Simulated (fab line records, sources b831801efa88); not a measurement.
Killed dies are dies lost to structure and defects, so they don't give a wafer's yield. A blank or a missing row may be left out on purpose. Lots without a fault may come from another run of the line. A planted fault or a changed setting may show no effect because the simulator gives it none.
A struck lot beside a sound one | flow sky130 | 15 steps out of a route of 708
Sound: wafers L322.1, L322.2, L322.5. Struck: wafers L314.2, L314.4, L314.6. The cause comes at the end.
At each step with rows: each side's tool, then ch and its chambers, then its first start. Under that, the readings that differ: sound wafers | struck wafers | difference of the means | sigmas: that difference in standard deviations of wafers without a fault.
alike: readings whose means differ by less than 2 such deviations, and words and numbers that are the same on both sides. not compared: withheld readings, readings that some wafer has no value for, bounds like >300 that may hide the same value, and numbers for which the record gives no deviation and whose values overlap.
The two part at a step that has a row with sigmas, a row that says differs or no value, or rows on one side only. Numbers that don't overlap but have no deviation are shown without sigmas and don't part them. A reading that every wafer of one side lacks parts them only if that side has two wafers or more.

first, 1 step without rows for these wafers: SKY_LDD_N_IMPLANT_15.
SKY_LDD_N_STRIP_16: strips in O2/N2.
  sound on plasma_asher-03 ch 0,1, day 25 00:07; struck on plasma_asher-04 ch 1, day 22 04:10
  alike: drypump_motor_current_A, oes_product_au, strip_time_to_endpoint_s
  not compared: rf_hours_counter_h
SKY_LDD_N_TW_MEAS_17:
  sound on film_metro-01, day 25 00:13; struck on film_metro-04, day 22 04:17
  alike: LDD_N_TW
then, 7 steps without rows for these wafers: SKY_LDD_P_DEHYDRATE_00 (time 60 s); SKY_LDD_P_HMDS_01 (prime time 60 s); SKY_LDD_P_COAT_02 (resist thk 1140 nm); SKY_LDD_P_SOFTBAKE_03 (time 60 s); SKY_LDD_P_EXPOSE_04 (exposes mask PSDM, target cd 380 nm); SKY_LDD_P_PEB_05; SKY_LDD_P_DEVELOP_06 (develop time 60 s).
SKY_LDD_P_CD_MEAS_07: target cd 380 nm.
  sound on cd_sem-02, day 26 05:44; struck on cd_sem-02, day 23 10:58
  alike: cd_nm
SKY_LDD_P_OVL_MEAS_08:
  sound on overlay-02, day 26 05:52; struck on overlay-02, day 23 11:04
  alike: LDD_P_OVL
SKY_LDD_P_IMPLANT_09:
  sound on implanter-04 ch 0, day 26 05:54; struck on implanter-02, day 23 11:07
  no value came back on the struck wafers for beam_energy_keV, beam_on_s (s), end_station_pressure_torr (Torr); on the sound wafers beam_energy_keV reads 24.991 24.994 24.996
SKY_LDD_P_STRIP_10: strips in O2/N2.
  sound on plasma_asher-01 ch 0,1, day 26 06:03; struck on plasma_asher-03 ch 0,1, day 23 11:15
  alike: drypump_motor_current_A, oes_product_au, strip_time_to_endpoint_s
  not compared: rf_hours_counter_h
SKY_LDD_P_TW_MEAS_11:
  sound on film_metro-03, day 26 06:09; struck on film_metro-01, day 23 11:22
  reading  | sound       | struck   | difference | sigmas
  LDD_P_TW | 631 629 628 | 31 31 31 | -598       | -66

WHERE THEY PART
First at SKY_LDD_P_IMPLANT_09; last, within this record, at SKY_LDD_P_TW_MEAS_11.

WHY: what the simulator had put in
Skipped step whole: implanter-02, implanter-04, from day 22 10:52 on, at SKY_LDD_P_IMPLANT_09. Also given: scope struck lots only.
